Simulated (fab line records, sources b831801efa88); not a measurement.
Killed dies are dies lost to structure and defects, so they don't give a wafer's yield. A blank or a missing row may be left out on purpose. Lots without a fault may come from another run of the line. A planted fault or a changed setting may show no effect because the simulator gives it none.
Which tool did it? | flow sky130 | 13 lots, 39 wafers sampled, at 5 steps of a route of 708

WHAT THE GAUGES READ, wafer by wafer
SKY_SONOS_TUNNEL_TW_MEAS_12.
lot  | measured     | on            | SONOS_TUNNEL_TW
L211 | day 12 05:38 | film_metro-03 | 202.2 201.5 202.0
L212 | day 12 13:52 | film_metro-02 | 199.2 198.5 198.0
L213 | day 13 00:20 | film_metro-03 | 201.8 202.9 201.4
L214 | day 13 05:43 | film_metro-03 | 201.8 201.9 201.3
L216 | day 13 18:58 | film_metro-03 | 201.8 201.8 201.8
L218 | day 14 09:30 | film_metro-04 | 198.9 198.1 199.3
L220 | day 15 06:46 | film_metro-03 | 201.3 200.8 201.6
L221 | day 15 16:53 | film_metro-04 | 197.7 198.6 199.0
L224 | day 16 09:13 | film_metro-04 | 199.3 199.1 198.6
L227 | day 17 10:56 | film_metro-04 | 199.7 199.1 199.0
L229 | day 18 05:30 | film_metro-04 | 198.9 199.4 198.8
L230 | day 18 15:10 | film_metro-03 | 200.1 199.4 198.5
L231 | day 18 18:24 | film_metro-02 | 198.0 195.6 196.0

SKY_LDD_LDN_OVL_MEAS_07.
lot  | measured     | on         | LDD_LDN_OVL (nm)
L211 | day 23 20:56 | overlay-02 | 0.1 0.0 1.8
L212 | day 24 06:12 | overlay-02 | -1.4 0.0 -0.8
L213 | day 24 14:33 | overlay-01 | 2.7 2.2 2.8
L214 | day 25 00:29 | overlay-02 | 3.2 2.4 2.4
L216 | day 26 00:15 | overlay-02 | 2.9 4.2 3.6
L218 | day 26 05:11 | overlay-01 | 0.7 0.2 -0.7
L220 | day 27 05:21 | overlay-02 | 0.8 -0.8 -0.5
L221 | day 27 18:23 | overlay-02 | 4.3 2.5 3.6
L224 | day 28 10:45 | overlay-01 | -0.1 0.7 -0.8
L227 | day 29 09:06 | overlay-01 | 0.0 0.2 1.7
L229 | day 30 01:39 | overlay-01 | -0.4 0.5 -0.3
L230 | day 30 09:53 | overlay-02 | -0.5 -0.5 -0.8
L231 | day 30 16:17 | overlay-01 | 2.2 1.8 1.6

SKY_SD_N_RS_MEAS_17: measures by four-point-probe.
lot  | measured     | on            | SD_P_RS (ohm/sq)
L211 | day 28 21:32 | film_metro-02 | 148.3 148.0 148.3
L212 | day 29 06:22 | film_metro-04 | 146.8 147.0 147.2
L213 | day 29 14:10 | film_metro-02 | 146.9 146.8 147.1
L214 | day 29 23:45 | film_metro-01 | 147.0 147.3 146.9
L216 | day 30 22:56 | film_metro-04 | 147.2 147.2 147.3
L218 | day 31 03:22 | film_metro-04 | 146.9 147.2 147.2
L220 | day 32 01:25 | film_metro-02 | 147.3 147.5 147.3
L221 | day 32 12:57 | film_metro-01 | 147.8 147.5 147.3
L224 | day 33 05:16 | film_metro-04 | 146.5 146.9 146.4
L227 | day 34 01:13 | film_metro-02 | 147.5 147.7 147.2
L229 | day 34 19:39 | film_metro-02 | 147.3 147.3 146.9
L230 | day 35 01:33 | film_metro-04 | 147.7 147.1 147.3
L231 | day 35 06:58 | film_metro-02 | 146.6 147.0 147.3

WHICH TOOL RAN EACH LOT (tool, then ch and the chambers of the sampled wafers, then the start)
lot  | SKY_LDD_HVP_COAT_02               | SKY_LDD_HVP_STRIP_09
L211 | litho_track-02 ch 0, day 21 22:04 | plasma_asher-03 ch 0,1, day 22 13:55
L212 | litho_track-03 ch 0, day 22 07:20 | plasma_asher-02 ch 0,1, day 22 23:32
L213 | litho_track-03 ch 0, day 22 16:04 | plasma_asher-03 ch 0,1, day 23 07:41
L214 | litho_track-02 ch 0, day 23 03:48 | plasma_asher-04 ch 0,1, day 23 18:49
L216 | litho_track-03 ch 0, day 24 02:52 | plasma_asher-03 ch 0,1, day 24 18:07
L218 | litho_track-01 ch 0, day 24 07:44 | plasma_asher-03 ch 0, day 24 23:04
L220 | litho_track-03 ch 0, day 25 10:20 | plasma_asher-04 ch 0,1, day 26 01:02
L221 | litho_track-03 ch 0, day 25 21:32 | plasma_asher-02 ch 0,1, day 26 12:25
L224 | litho_track-02 ch 0, day 26 14:36 | plasma_asher-02 ch 0,1, day 27 05:37
L227 | litho_track-02 ch 0, day 27 14:36 | plasma_asher-03 ch 0,1, day 28 05:34
L229 | litho_track-03 ch 0, day 28 07:47 | plasma_asher-04 ch 0,1, day 28 21:46
L230 | litho_track-01 ch 0, day 28 16:42 | plasma_asher-02 ch 0,1, day 29 07:10
L231 | litho_track-02 ch 0, day 28 22:03 | plasma_asher-02 ch 0,1, day 29 12:28
- SKY_LDD_HVP_COAT_02: resist thk 300 nm.
- SKY_LDD_HVP_STRIP_09: strips in O2/N2.

WHAT THE TOOLS THEMSELVES READ (means of the sampled wafers that have a number; where no wafer has one, the mark that the record gives instead)
SKY_LDD_HVP_COAT_02.
lot  | tool           | spin_speed_rpm (rpm)
L211 | litho_track-02 | 2998.3
L212 | litho_track-03 | 3000.7
L213 | litho_track-03 | 3001.7
L214 | litho_track-02 | 2999.5
L216 | litho_track-03 | 2943.4
L218 | litho_track-01 | 3000.2
L220 | litho_track-03 | 2944.0
L221 | litho_track-03 | 2944.3
L224 | litho_track-02 | 3000.9
L227 | litho_track-02 | 2997.0
L229 | litho_track-03 | 2998.8
L230 | litho_track-01 | 3000.0
L231 | litho_track-02 | 2999.9

SKY_LDD_HVP_STRIP_09.
lot  | tool            | drypump_motor_current_A (A) | n2_flow_sccm (sccm) | oes_product_au (a.u.) | strip_time_to_endpoint_s (s)
L211 | plasma_asher-03 | 5.2                         | 299.6               | 0.414                 | 4.134
L212 | plasma_asher-02 | 6.1                         | 300.8               | 0.408                 | 4.152
L213 | plasma_asher-03 | 5.2                         | 300.8               | 0.407                 | 4.137
L214 | plasma_asher-04 | 5.7                         | 300.4               | 0.411                 | 4.143
L216 | plasma_asher-03 | 5.3                         | 300.1               | 0.409                 | 4.172
L218 | plasma_asher-03 | 5.3                         | 301.1               | 0.410                 | 4.124
L220 | plasma_asher-04 | 5.8                         | 301.2               | 0.410                 | 4.195
L221 | plasma_asher-02 | 6.1                         | 299.8               | 0.410                 | 4.187
L224 | plasma_asher-02 | 6.1                         | 299.6               | 0.409                 | 4.119
L227 | plasma_asher-03 | 5.2                         | 300.2               | 0.408                 | 4.127
L229 | plasma_asher-04 | 5.7                         | 300.1               | 0.408                 | 4.120
L230 | plasma_asher-02 | 6.2                         | 300.2               | 0.410                 | 4.150
L231 | plasma_asher-02 | 5.9                         | 299.8               | 0.408                 | 4.122

THE ANSWER, worked out from the rows above alone
Rule: what is usual is taken from the lots themselves. Put in order of their means at a reading, lots are off if they are a third of the lots or fewer, leave a main group of 4 or more, and stand apart from it by a gap of 3 or more times the standard deviation of the main group's means; of several such gaps the widest counts. A main group whose means are all the same, to the digits that the tables above print for the reading, isn't used. A lot without any number at a reading at which 4 lots or more have one is off too. The other lots that the step has rows for count as sound. The gauges are gone through in route order, then the tools' own readings, and for those a lot's mean is taken as printed above. The first step at which some lot is off is used, and at that step the reading that is off furthest; a lot without a number counts as furthest.
Off: L216, L220, L221, at SKY_LDD_HVP_COAT_02 (spin_speed_rpm). The main group: mean 2999.7 rpm, standard deviation 1.3.
A tool fits if, at that step or a process step before it, it ran every lot that is off, and no sound lot after the first of them. None of those tried fits.

WHAT THE SIMULATOR HAD PUT IN
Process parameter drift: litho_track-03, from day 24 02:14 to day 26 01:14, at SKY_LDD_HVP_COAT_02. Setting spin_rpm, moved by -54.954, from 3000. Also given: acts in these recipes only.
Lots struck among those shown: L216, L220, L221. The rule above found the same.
